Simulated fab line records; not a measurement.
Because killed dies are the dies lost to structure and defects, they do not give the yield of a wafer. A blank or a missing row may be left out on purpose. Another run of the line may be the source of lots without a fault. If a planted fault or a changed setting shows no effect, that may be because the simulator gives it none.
Which tool was responsible? :: flow gf180mcu :: 13 lots, 39 wafers sampled, at 5 steps of a route of 602

WHAT THE GAUGES READ, wafer by wafer
GF_DUAL_GATE_THK_MEAS_03. Usual: DUAL_GATE_OXIDATION_00_THK typically reads 10.92 nm, with standard deviation 0.28.
lot: L278
measured: day 7 16:29
on: filmMetro-01
DUAL_GATE_OXIDATION_00_THK (nm): 11.18 11.16 11.09
flag: 

lot: L279
measured: day 7 22:32
on: filmMetro-04
DUAL_GATE_OXIDATION_00_THK (nm): 10.52 10.76 10.70
flag: 

lot: L281
measured: day 8 07:52
on: filmMetro-01
DUAL_GATE_OXIDATION_00_THK (nm): 10.53 10.61 10.47
flag: 

lot: L282
measured: day 8 17:56
on: filmMetro-01
DUAL_GATE_OXIDATION_00_THK (nm): 10.60 10.51 10.60
flag: 

lot: L283
measured: day 8 23:05
on: filmMetro-01
DUAL_GATE_OXIDATION_00_THK (nm): 10.87 10.90 10.98
flag: 

lot: L284
measured: day 9 05:36
on: filmMetro-04
DUAL_GATE_OXIDATION_00_THK (nm): 11.08 11.16 11.00
flag: 

lot: L285
measured: day 9 13:02
on: filmMetro-04
DUAL_GATE_OXIDATION_00_THK (nm): 10.95 10.96 10.79
flag: 

lot: L287
measured: day 10 04:06
on: filmMetro-04
DUAL_GATE_OXIDATION_00_THK (nm): 10.63 10.67 10.82
flag: 

lot: L288
measured: day 10 12:30
on: filmMetro-02
DUAL_GATE_OXIDATION_00_THK (nm): 10.74 10.64 10.59
flag: 

lot: L290
measured: day 11 01:20
on: filmMetro-02
DUAL_GATE_OXIDATION_00_THK (nm): 11.19 10.86 11.02
flag: 

lot: L291
measured: day 11 07:05
on: filmMetro-01
DUAL_GATE_OXIDATION_00_THK (nm): 11.51 11.63 11.57
flag: 

lot: L292
measured: day 11 13:59
on: filmMetro-04
DUAL_GATE_OXIDATION_00_THK (nm): 10.97 11.15 11.13
flag: 

lot: L293
measured: day 11 19:35
on: filmMetro-01
DUAL_GATE_OXIDATION_00_THK (nm): 10.78 10.86 10.64
flag: 

GF_DUAL_GATE_OVL_MEAS_11. Usual: DUAL_GATE_OVL typically reads 0.6 nm, with standard deviation 1.2.
lot: L278
measured: day 8 07:37
on: overlay-02
DUAL_GATE_OVL (nm): 0.5 2.6 2.0
flag: 

lot: L279
measured: day 8 14:51
on: overlay-02
DUAL_GATE_OVL (nm): -0.5 2.6 1.2
flag: 

lot: L281
measured: day 8 23:56
on: overlay-01
DUAL_GATE_OVL (nm): 2.4 1.3 1.1
flag: 

lot: L282
measured: day 9 11:03
on: overlay-01
DUAL_GATE_OVL (nm): -0.2 -0.1 0.9
flag: 

lot: L283
measured: day 9 16:00
on: overlay-01
DUAL_GATE_OVL (nm): 1.0 0.0 1.7
flag: 

lot: L284
measured: day 9 23:11
on: overlay-01
DUAL_GATE_OVL (nm): -0.3 0.5 0.4
flag: 

lot: L285
measured: day 10 06:47
on: overlay-01
DUAL_GATE_OVL (nm): 0.0 -1.0 -0.4
flag: 

lot: L287
measured: day 10 22:20
on: overlay-01
DUAL_GATE_OVL (nm): 1.3 0.5 1.9
flag: 

lot: L288
measured: day 11 06:23
on: overlay-01
DUAL_GATE_OVL (nm): 1.0 -0.3 -0.4
flag: 

lot: L290
measured: day 11 19:32
on: overlay-02
DUAL_GATE_OVL (nm): -2.7 -2.8 -1.7
flag: 

lot: L291
measured: day 12 01:26
on: overlay-01
DUAL_GATE_OVL (nm): 1.9 3.1 2.9
flag: 

lot: L292
measured: day 12 09:17
on: overlay-01
DUAL_GATE_OVL (nm): -0.1 -1.0 -0.7
flag: 

lot: L293
measured: day 12 14:53
on: overlay-02
DUAL_GATE_OVL (nm): -0.2 1.4 0.9
flag: 

GF_PSD_CD_MEAS_07: the cd target is 400 nm. Usual: cdNm at 400.0 nm, with a standard deviation of 2.8.
lot: L278
measured: day 14 03:03
on: cdSem-02
cdNm (nm): 404.6 401.0 404.7
flag: 

lot: L279
measured: day 14 13:00
on: cdSem-01
cdNm (nm): 398.7 399.0 397.1
flag: 

lot: L281
measured: day 14 21:04
on: cdSem-01
cdNm (nm): 397.6 398.0 397.1
flag: 

lot: L282
measured: day 15 11:36
on: cdSem-01
cdNm (nm): 401.2 400.4 401.0
flag: 

lot: L283
measured: day 15 18:23
on: cdSem-01
cdNm (nm): 402.0 400.0 403.8
flag: 

lot: L284
measured: day 16 04:32
on: cdSem-02
cdNm (nm): 395.2 396.2 397.7
flag: 

lot: L285
measured: day 16 14:59
on: cdSem-01
cdNm (nm): 403.0 399.7 398.6
flag: 

lot: L287
measured: day 17 08:14
on: cdSem-01
cdNm (nm): 395.4 395.7 397.6
flag: 

lot: L288
measured: day 17 22:34
on: cdSem-02
cdNm (nm): 399.3 399.2 402.6
flag: 

lot: L290
measured: day 18 09:55
on: cdSem-01
cdNm (nm): 401.7 398.9 399.3
flag: 

lot: L291
measured: day 18 18:44
on: cdSem-01
cdNm (nm): 396.9 395.4 397.6
flag: 

lot: L292
measured: day 19 04:46
on: cdSem-01
cdNm (nm): 400.8 400.6 398.8
flag: 

lot: L293
measured: day 19 16:08
on: cdSem-01
cdNm (nm): 323.5 320.4 324.1
flag: OFF

GF_SAB_CD_MEAS_09: the cd target is 420 nm. Usual: cdNm at 419.5 nm, with a standard deviation of 2.
lot: L278
measured: day 15 00:41
on: cdSem-02
cdNm (nm): 421.3 421.1 420.5
flag: 

lot: L279
measured: day 15 10:44
on: cdSem-01
cdNm (nm): 418.7 417.6 416.2
flag: 

lot: L281
measured: day 15 18:55
on: cdSem-02
cdNm (nm): 418.4 418.7 420.4
flag: 

lot: L282
measured: day 16 09:53
on: cdSem-01
cdNm (nm): 420.1 419.5 423.7
flag: 

lot: L283
measured: day 16 17:30
on: cdSem-01
cdNm (nm): 419.5 423.2 421.6
flag: 

lot: L284
measured: day 17 04:03
on: cdSem-02
cdNm (nm): 416.9 418.0 416.9
flag: 

lot: L285
measured: day 17 14:22
on: cdSem-01
cdNm (nm): 419.4 417.6 419.0
flag: 

lot: L287
measured: day 18 08:05
on: cdSem-02
cdNm (nm): 420.8 419.9 420.2
flag: 

lot: L288
measured: day 18 23:02
on: cdSem-02
cdNm (nm): 415.6 415.3 415.2
flag: 

lot: L290
measured: day 19 10:01
on: cdSem-01
cdNm (nm): 418.4 417.7 419.5
flag: 

lot: L291
measured: day 19 18:40
on: cdSem-02
cdNm (nm): 419.1 420.0 420.9
flag: 

lot: L292
measured: day 20 05:49
on: cdSem-02
cdNm (nm): 420.5 418.6 421.0
flag: 

lot: L293
measured: day 20 17:08
on: cdSem-01
cdNm (nm): 422.0 424.0 419.5
flag: 

TOOL THAT RAN EACH LOT (tool first, then ch and the chambers of the sampled wafers, then the start)
lot: L278
GF_PSD_EXPOSE_04: ilineStepper-02 ch 0, day 13 17:05

lot: L279
GF_PSD_EXPOSE_04: ilineStepper-02 ch 0, day 14 03:03

lot: L281
GF_PSD_EXPOSE_04: ilineStepper-01 ch 0, day 14 11:16

lot: L282
GF_PSD_EXPOSE_04: ilineStepper-02 ch 0, day 15 01:14

lot: L283
GF_PSD_EXPOSE_04: ilineStepper-01 ch 0, day 15 07:48

lot: L284
GF_PSD_EXPOSE_04: ilineStepper-02 ch 0, day 15 17:36

lot: L285
GF_PSD_EXPOSE_04: ilineStepper-01 ch 0, day 16 03:58

lot: L287
GF_PSD_EXPOSE_04: ilineStepper-02 ch 0, day 16 21:04

lot: L288
GF_PSD_EXPOSE_04: ilineStepper-02 ch 0, day 17 11:02

lot: L290
GF_PSD_EXPOSE_04: ilineStepper-02 ch 0, day 17 22:05

lot: L291
GF_PSD_EXPOSE_04: ilineStepper-02 ch 0, day 18 07:08

lot: L292
GF_PSD_EXPOSE_04: ilineStepper-01 ch 0, day 18 16:45

lot: L293
GF_PSD_EXPOSE_04: ilineStepper-02 ch 0, day 19 04:37
- GF_PSD_EXPOSE_04: exposes mask Pplus, target cd 400 nm.

WHAT THE TOOLS THEMSELVES READ (means of the sampled wafers that have a number; where no wafer has one, the mark that the record gives instead)
GF_PSD_EXPOSE_04. Usual: exposureDoseMJCm2 at 139.97, with a standard deviation of 0.14.
lot: L278
tool: ilineStepper-02
exposureDoseMJCm2: 139.95
flag: 

lot: L279
tool: ilineStepper-02
exposureDoseMJCm2: 139.97
flag: 

lot: L281
tool: ilineStepper-01
exposureDoseMJCm2: 139.87
flag: 

lot: L282
tool: ilineStepper-02
exposureDoseMJCm2: 139.99
flag: 

lot: L283
tool: ilineStepper-01
exposureDoseMJCm2: 139.98
flag: 

lot: L284
tool: ilineStepper-02
exposureDoseMJCm2: 139.76
flag: 

lot: L285
tool: ilineStepper-01
exposureDoseMJCm2: 139.99
flag: 

lot: L287
tool: ilineStepper-02
exposureDoseMJCm2: 140.10
flag: 

lot: L288
tool: ilineStepper-02
exposureDoseMJCm2: 140.09
flag: 

lot: L290
tool: ilineStepper-02
exposureDoseMJCm2: 140.00
flag: 

lot: L291
tool: ilineStepper-02
exposureDoseMJCm2: 139.95
flag: 

lot: L292
tool: ilineStepper-01
exposureDoseMJCm2: 139.96
flag: 

lot: L293
tool: ilineStepper-02
exposureDoseMJCm2: 139.72
flag: 

THE ANSWER, worked out from the rows above alone
Rule: lot off if the mean of its wafers having a number is beyond 3 standard deviations from the usual mean. Also off: a lot with no number at a reading for which 4 or more lots have one. All remaining lots with rows at the step are treated as sound. First the gauges in route order, then the tools' own readings, where a lot's mean is used as printed above. The first step at which some lot is off is used, and at that step the reading that is off furthest; a lot without a number counts as furthest.
Off: L293 (GF_PSD_CD_MEAS_07, cdNm).
A tool fits if, at a process step before that reading, it ran every lot that is off, and no sound lot after the first of them. The gauges at GF_PSD_CD_MEAS_07 are tried like those tools. Can't be told from this: 2 tools fit, ilineStepper-02 at GF_PSD_EXPOSE_04, cdSem-01 at GF_PSD_CD_MEAS_07.

WHAT HAD BEEN PUT IN BY THE SIMULATOR
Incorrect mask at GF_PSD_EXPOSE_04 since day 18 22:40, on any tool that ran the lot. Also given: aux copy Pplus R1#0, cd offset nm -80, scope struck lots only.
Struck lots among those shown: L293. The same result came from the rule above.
